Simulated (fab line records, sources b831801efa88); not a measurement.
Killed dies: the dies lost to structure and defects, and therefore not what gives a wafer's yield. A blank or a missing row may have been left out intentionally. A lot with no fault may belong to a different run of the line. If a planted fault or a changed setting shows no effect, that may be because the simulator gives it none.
A struck lot beside a sound one	flow sky130	15 steps out of a route of 708
Sound: wafers L249.1, L249.3, L249.5. Struck: wafers L255.2, L255.3, L255.4. Last of all comes the cause.
For every step that has rows: the tool of each side, followed by ch and its chambers, followed by its first start. Under that, the readings that differ: sound wafers	struck wafers	difference of the means	sigmas: that difference in standard deviations of wafers without a fault.
alike: words and numbers the same on both sides, and readings whose means are apart by under 2 such deviations; not compared: readings that were withheld, readings missing a value for some wafer, numbers with overlapping values and no deviation given by the record, and bounds like >300 which may hide the same value.
Wherever a step has rows on one side only, a row that says differs or no value, or a row with sigmas, the two part there. Numbers that don't overlap but have no deviation are shown without sigmas and don't part them. Lack of a reading on every wafer of one side parts them only where that side has two or more wafers.

first, 1 step without rows for these wafers: SKY_POLY_GATE_OXIDATION_20 (stabilise 600 s, purge 300 s, target thk 4 nm).
SKY_POLY_GATE_THK_MEAS_21:
  sound on film_metro-04, day 17 14:23; struck on film_metro-04, day 19 18:09
  alike: POLY_GATE_OXIDATION_THK
SKY_POLY_GATE_CD_MEAS_22:
  sound on cd_sem-01, day 17 14:27; struck on cd_sem-01, day 19 18:14
  alike: cd_nm
then, 7 steps without rows for these wafers: SKY_LDD_N_DEHYDRATE_00 (time 60 s); SKY_LDD_N_HMDS_01 (prime time 60 s); SKY_LDD_N_COAT_02 (resist thk 300 nm); SKY_LDD_N_SOFTBAKE_03 (time 60 s); SKY_LDD_N_EXPOSE_04 (exposes mask NTM, target cd 840 nm); SKY_LDD_N_PEB_05; SKY_LDD_N_DEVELOP_06 (develop time 60 s).
SKY_LDD_N_OVL_MEAS_07:
  sound on overlay-02, day 18 19:34; struck on overlay-01, day 21 00:17
  alike: LDD_N_OVL
following that, these wafers have no rows for 1 step: SKY_LDD_N_IMPLANT_08.
SKY_LDD_N_IMPLANT_09:
  sound on implanter-03 ch 0, day 18 19:44; struck on implanter-01 ch 0, day 21 00:29
reading	sound	struck	difference	sigmas
beam_energy_keV	20.006 20.015 20.010	17.763 17.756 17.763	-2.250	-99 or more
model.implant.rp_nm (nm)	15.71 15.71 15.71	14.61 14.61 14.61	-1.10	
model.implant.drp_nm (nm)	7.212 7.212 7.212	6.647 6.647 6.647	-0.565	
then, 2 steps without rows for these wafers: SKY_LDD_N_IMPLANT_10; SKY_PAD_OPEN_PROBE_99.

== WHERE THEY PART ==
Within this record, at SKY_LDD_N_IMPLANT_09 only.

WHY: whatever the simulator had introduced
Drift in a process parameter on implanter-01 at SKY_LDD_N_IMPLANT_09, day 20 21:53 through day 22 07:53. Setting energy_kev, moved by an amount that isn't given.
